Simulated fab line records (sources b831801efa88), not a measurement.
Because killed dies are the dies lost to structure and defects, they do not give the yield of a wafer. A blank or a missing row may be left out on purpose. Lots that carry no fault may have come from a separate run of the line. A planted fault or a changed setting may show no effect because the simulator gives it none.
Which tool did it?    flow sfq line    Sampling: 14 lots, 42 wafers, 5 of 325 route steps

WHAT THE GAUGES SHOWED, per wafer
SFQ_I3_BOW_MEAS_922.
lot   measured      on             I3_BOW (um)
L758  day 33 08:10  film metro-03  -9 -4 -4
L759  day 33 14:11  film metro-03  18 1 18
L760  day 33 14:30  film metro-01  19 7 12
L761  day 34 11:08  film metro-01  2 1 5
L762  day 35 06:07  film metro-04  -25 3 -14
L763  day 35 08:10  film metro-03  11 15 3
L765  day 39 06:31  film metro-03  -7 4 -8
L766  day 39 15:32  film metro-04  -10 1 5
L767  day 39 19:08  film metro-03  7 -3 4
L768  day 46 05:14  film metro-04  5 0 8
L773  day 48 03:44  film metro-01  7 2 3
L774  day 48 18:47  film metro-04  0 6 -6
L778  day 49 09:44  film metro-04  14 4 17
L781  day 50 00:16  film metro-03  -6 -5 -4

SFQ_JJ_RS_MEAS_929: a four-point-probe measurement.
lot   measured      on             JJ_NB_RS (ohm/sq)
L758  day 50 03:08  film metro-04  1.073 1.077 1.074
L759  day 50 16:19  film metro-02  1.054 1.052 1.051
L760  day 50 17:30  film metro-01  1.047 1.060 1.038
L761  day 51 10:58  film metro-01  1.057 1.038 1.055
L762  day 51 12:47  film metro-04  1.080 1.076 1.079
L763  day 51 14:59  film metro-04  1.064 1.070 1.071
L765  day 51 19:46  film metro-02  1.066 1.067 1.078
L766  day 51 21:35  film metro-02  1.039 1.062 0.718 1.037 1.063 0.718
L767  day 51 22:11  film metro-01  1.072 1.059 1.074
L768  day 51 23:58  film metro-02  1.062 0.707 1.037 1.061 0.708 1.038
L773  day 58 06:49  film metro-02  1.021 1.034 1.021
L774  day 58 22:26  film metro-01  1.028 1.039 1.047
L778  day 59 20:45  film metro-01  1.054 1.048 1.066
L781  day 60 08:44  film metro-01  1.045 1.047 1.048

WHICH TOOL RAN EACH LOT (tool, then ch and the chambers of the sampled wafers, then the start)
lot   SFQ_TRILAYER_M3_STRIP_STRIP_079    SFQ_TRILAYER_I3_VIA_ETCH_VIA_ETCH_088  SFQ_TRILAYER_JJ_TRILAYER_DEP_SPUTTER_112
L758  rie metal-01 ch 0,1, day 30 16:29  rie diel-02 ch 0,2,3, day 38 10:13     pvd sputter-03, day 50 03:02
L759  rie metal-02 ch 0,1, day 30 23:01  rie diel-04 ch 0,1,3, day 38 17:25     pvd sputter-06, day 50 16:12
L760  rie metal-02 ch 0,1, day 31 01:13  rie diel-02 ch 0,2,3, day 38 18:37     pvd sputter-04, day 50 17:25
L761  rie metal-02 ch 0,1, day 32 16:02  rie diel-03 ch 0,1,3, day 40 02:09     pvd sputter-04, day 51 10:53
L762  rie metal-02 ch 0,1, day 33 16:08  rie diel-02 ch 0,1, day 41 03:21       pvd sputter-03, day 51 12:41
L763  rie metal-02 ch 1, day 33 18:27    rie diel-02 ch 0,1,2, day 41 06:57     pvd sputter-04, day 51 14:53
L765  rie metal-03 ch 1, day 39 02:03    rie diel-04 ch 0,2, day 45 10:50       pvd sputter-03, day 51 19:41
L766  rie metal-02 ch 0, day 39 05:52    rie diel-02 ch 0,3, day 45 12:10       pvd sputter-04, day 51 21:29
L767  rie metal-02 ch 0,1, day 39 11:54  rie diel-04 ch 0,2,3, day 45 13:22     pvd sputter-03, day 51 22:05
L768  rie metal-02 ch 0,1, day 45 13:23  rie diel-04 ch 1,2,3, day 46 14:21     pvd sputter-04, day 51 23:53
L773  rie metal-01 ch 0, day 46 20:39    rie diel-04 ch 0,3, day 52 07:01       pvd sputter-04, day 58 06:44
L774  rie metal-01 ch 0,1, day 47 05:53  rie diel-04 ch 2,3, day 53 02:17       pvd sputter-04, day 58 22:17
L778  rie metal-03 ch 0,1, day 47 18:53  rie diel-02 ch 0,2, day 53 22:37       pvd sputter-03, day 59 20:40
L781  rie metal-01 ch 0, day 48 09:24    rie diel-03 ch 1,2, day 54 09:25       pvd sputter-04, day 60 08:38
- SFQ_TRILAYER_M3_STRIP_STRIP_079: strips in O2.
- SFQ_TRILAYER_I3_VIA_ETCH_VIA_ETCH_088: etches SiO2 in CHF3, stops on Nb, target depth 260 nm.
- SFQ_TRILAYER_JJ_TRILAYER_DEP_SPUTTER_112: material Nb, target thk 170 nm, time 113.3 s.

WHAT THE TOOLS THEMSELVES READ (means of the sampled wafers that have a number; where no wafer has one, the mark that the record gives instead)
SFQ_TRILAYER_M3_STRIP_STRIP_079.
lot   tool          drypump motor current A (A)  oes product au (a.u.)
L758  rie metal-01  5.6                          0.989
L759  rie metal-02  5.3                          0.995
L760  rie metal-02  5.5                          0.994
L761  rie metal-02  5.3                          0.997
L762  rie metal-02  5.2                          0.988
L763  rie metal-02  5.7                          0.998
L765  rie metal-03  5.2                          0.993
L766  rie metal-02  5.0                          0.990
L767  rie metal-02  5.2                          0.990
L768  rie metal-02  5.2                          0.996
L773  rie metal-01  5.1                          1.008
L774  rie metal-01  6.1                          0.999
L778  rie metal-03  5.2                          0.999
L781  rie metal-01  5.1                          1.008

SFQ_TRILAYER_I3_VIA_ETCH_VIA_ETCH_088.
lot   tool         bias w (W)  drypump motor current A (A)  oes product au (a.u.)
L758  rie diel-02  79.84       5.7                          0.853
L759  rie diel-04  80.17       6.1                          0.855
L760  rie diel-02  80.02       5.7                          0.861
L761  rie diel-03  80.05       5.4                          0.850
L762  rie diel-02  79.84       5.3                          0.850
L763  rie diel-02  80.16       5.4                          0.856
L765  rie diel-04  79.96       6.1                          0.857
L766  rie diel-02  80.11       5.6                          0.855
L767  rie diel-04  79.99       6.1                          0.850
L768  rie diel-04  79.68       6.0                          0.862
L773  rie diel-04  79.93       6.2                          0.858
L774  rie diel-04  80.22       6.1                          0.855
L778  rie diel-02  79.94       5.6                          0.853
L781  rie diel-03  79.96       6.0                          0.854

SFQ_TRILAYER_JJ_TRILAYER_DEP_SPUTTER_112.
lot   tool            throttle valve pct (%)
L758  pvd sputter-03  29.8
L759  pvd sputter-06  30.4
L760  pvd sputter-04  30.2
L761  pvd sputter-04  31.1
L762  pvd sputter-03  29.2
L763  pvd sputter-04  31.0
L765  pvd sputter-03  29.8
L766  pvd sputter-04  29.9
L767  pvd sputter-03  29.7
L768  pvd sputter-04  31.1
L773  pvd sputter-04  30.4
L774  pvd sputter-04  31.3
L778  pvd sputter-03  29.2
L781  pvd sputter-04  31.1

THE ANSWER, worked out from the rows above alone
Rule: the usual values come from the lots themselves. Put in order of their means at a reading, lots are off if they are a third of the lots or fewer, leave a main group of 4 or more, and stand apart from it by a gap of 3 or more times the standard deviation of the main group's means; of several such gaps the widest counts. A main group is skipped when, at the precision printed for the reading in the tables above, its means are all equal. Also off: a lot with no number at a reading for which 4 or more lots have one. All remaining lots with rows at the step are treated as sound. First the gauges in route order, then the tools' own readings, where a lot's mean is used as printed above. At the first step where some lot is off, the reading lying furthest off is the one used; lots without a number count as furthest.
Off: L766, L768, seen at SFQ_JJ_RS_MEAS_929 (JJ_NB_RS). Main group: mean 1.056 ohm/sq, sd 0.015.
A tool fits if, at a process step before that reading, it ran every lot that is off, and no sound lot after the first of them. Those tools and the gauges at SFQ_JJ_RS_MEAS_929 are tried in the same way. None of those tried fits.

WHAT THE SIMULATOR HAD PUT IN
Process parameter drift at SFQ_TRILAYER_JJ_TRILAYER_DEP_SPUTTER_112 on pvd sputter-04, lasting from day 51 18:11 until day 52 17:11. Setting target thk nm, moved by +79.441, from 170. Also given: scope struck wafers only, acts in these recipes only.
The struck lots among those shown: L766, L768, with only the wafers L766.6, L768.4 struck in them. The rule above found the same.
